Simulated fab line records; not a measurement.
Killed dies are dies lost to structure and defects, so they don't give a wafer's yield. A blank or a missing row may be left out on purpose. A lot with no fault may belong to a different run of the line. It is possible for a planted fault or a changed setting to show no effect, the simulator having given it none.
What tool caused it? | flow gf180mcu | 11 lots with 33 wafers sampled at 2 steps, on a route of 602 steps

WHAT THE GAUGES SHOWED, per wafer
GF_MVPSD_TW_MEAS_11.
lot  | measured     | on            | MVPSD_TW
L101 | day 4 23:55  | film metro-03 | 549 546 547
L103 | day 5 21:10  | film metro-01 | 554 555 551
L105 | day 6 01:55  | film metro-03 | 550 552 551
L107 | day 6 14:40  | film metro-02 | 554 553 555
L108 | day 6 22:43  | film metro-02 | 554 552 552
L112 | day 7 17:35  | film metro-03 | 737 733 737
L114 | day 8 11:45  | film metro-02 | 741 737 738
L115 | day 8 17:02  | film metro-02 | 552 552 555
L117 | day 8 22:38  | film metro-01 | 548 546 548
L121 | day 10 07:04 | film metro-01 | 552 550 551
L122 | day 10 10:09 | film metro-03 | 549 549 552

TOOL THAT RAN EACH LOT (tool first, then ch and the chambers of the sampled wafers, then the start)
lot  | GF_MVPSD_IMPLANT_09
L101 | implanter-01 ch 0, day 4 23:43
L103 | implanter-03 ch 0, day 5 20:54
L105 | implanter-03 ch 0, day 6 01:40
L107 | implanter-02 ch 0, day 6 14:25
L108 | implanter-02 ch 0, day 6 22:30
L112 | implanter-03 ch 0, day 7 17:20
L114 | implanter-03 ch 0, day 8 11:30
L115 | implanter-01 ch 0, day 8 16:47
L117 | implanter-02 ch 0, day 8 22:23
L121 | implanter-01 ch 0, day 10 06:51
L122 | implanter-02 ch 0, day 10 09:54
- GF_MVPSD_IMPLANT_09

THE ANSWER, worked out from the rows above alone
Rule: the lots themselves supply what counts as usual. Put in order of their means at a reading, lots are off if they are a third of the lots or fewer, leave a main group of 4 or more, and stand apart from it by a gap of 3 or more times the standard deviation of the main group's means; of several such gaps the widest counts. A main group is skipped when, at the precision printed for the reading in the tables above, its means are all equal. Also off: a lot with no number at a reading for which 4 or more lots have one. Where the step has rows for the other lots, those lots are counted as sound.
Off: at GF_MVPSD_TW_MEAS_11 (MVPSD_TW), L112, L114. The main group has a mean of 551 with a standard deviation of 2.3.
A tool fits if, at a process step before that reading, it ran every lot that is off, and no sound lot after the first of them. Those tools and the gauges at GF_MVPSD_TW_MEAS_11 are tried in the same way. One candidate fits, namely implanter-03 at GF_MVPSD_IMPLANT_09. A fault onset in the window from L105 (day 6 01:40, its last sound lot) to L112 (day 7 17:20, its first lot off) fits.

WHAT THE SIMULATOR HAD INSERTED
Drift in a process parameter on implanter-03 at GF_MVPSD_IMPLANT_09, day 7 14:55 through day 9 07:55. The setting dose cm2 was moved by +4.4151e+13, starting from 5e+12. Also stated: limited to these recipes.
Lots struck among those shown: L112, L114. This agrees with what the rule above found.
